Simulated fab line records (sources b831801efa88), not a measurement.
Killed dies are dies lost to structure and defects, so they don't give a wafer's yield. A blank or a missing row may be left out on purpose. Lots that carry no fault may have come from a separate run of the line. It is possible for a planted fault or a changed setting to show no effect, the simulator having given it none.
Which tool is to blame? / flow sky130 / 11 lots, 31 wafers sampled, at 1 step of a route of 708

WHAT THE GAUGES SHOWED, per wafer
SKY_LOCAL_INTERCONNECT_OVL_MEAS_12.
lot=L725; measured=day 31 01:09; on=overlay-02; LOCAL_INTERCONNECT_OVL (nm)=-1 -3 -4
lot=L730; measured=day 32 01:47; on=overlay-02; LOCAL_INTERCONNECT_OVL (nm)=-8 -10 -9
lot=L728; measured=day 32 03:05; on=overlay-02; LOCAL_INTERCONNECT_OVL (nm)=-1 -4 -8
lot=L734; measured=day 34 04:01; on=overlay-02; LOCAL_INTERCONNECT_OVL (nm)=-7 -11 -9
lot=L736; measured=day 34 09:56; on=overlay-02; LOCAL_INTERCONNECT_OVL (nm)=-14 -15 -17
lot=L739; measured=day 35 08:25; on=overlay-01; LOCAL_INTERCONNECT_OVL (nm)=-5 -13
lot=L738; measured=day 35 12:15; on=overlay-02; LOCAL_INTERCONNECT_OVL (nm)=-4 2
lot=L743; measured=day 36 08:54; on=overlay-02; LOCAL_INTERCONNECT_OVL (nm)=-3 -7 -11
lot=L745; measured=day 36 22:32; on=overlay-01; LOCAL_INTERCONNECT_OVL (nm)=-13 -16 -12
lot=L748; measured=day 37 14:24; on=overlay-01; LOCAL_INTERCONNECT_OVL (nm)=0 -8 -7
lot=L747; measured=day 37 16:46; on=overlay-02; LOCAL_INTERCONNECT_OVL (nm)=-8 -7 -12

WHAT TOOL EACH LOT RAN ON (gives the tool, then ch and the chambers of the sampled wafers, and finally the start)
The record holds no process step before these readings.

THE ANSWER, worked out from the rows above alone
Rule: the lots themselves supply what counts as usual. Put in order of their means at a reading, lots are off if they are a third of the lots or fewer, leave a main group of 4 or more, and stand apart from it by a gap of 3 or more times the standard deviation of the main group's means; of several such gaps the widest counts. The tables above print the reading to a certain number of digits; a main group whose means all agree to those digits is not used. Also off: a lot with no number at a reading for which 4 or more lots have one. The other lots that the step has rows for count as sound.
Across all readings shown, no lot is off: no conclusion can be drawn from this.

WHAT THE SIMULATOR HAD INSERTED
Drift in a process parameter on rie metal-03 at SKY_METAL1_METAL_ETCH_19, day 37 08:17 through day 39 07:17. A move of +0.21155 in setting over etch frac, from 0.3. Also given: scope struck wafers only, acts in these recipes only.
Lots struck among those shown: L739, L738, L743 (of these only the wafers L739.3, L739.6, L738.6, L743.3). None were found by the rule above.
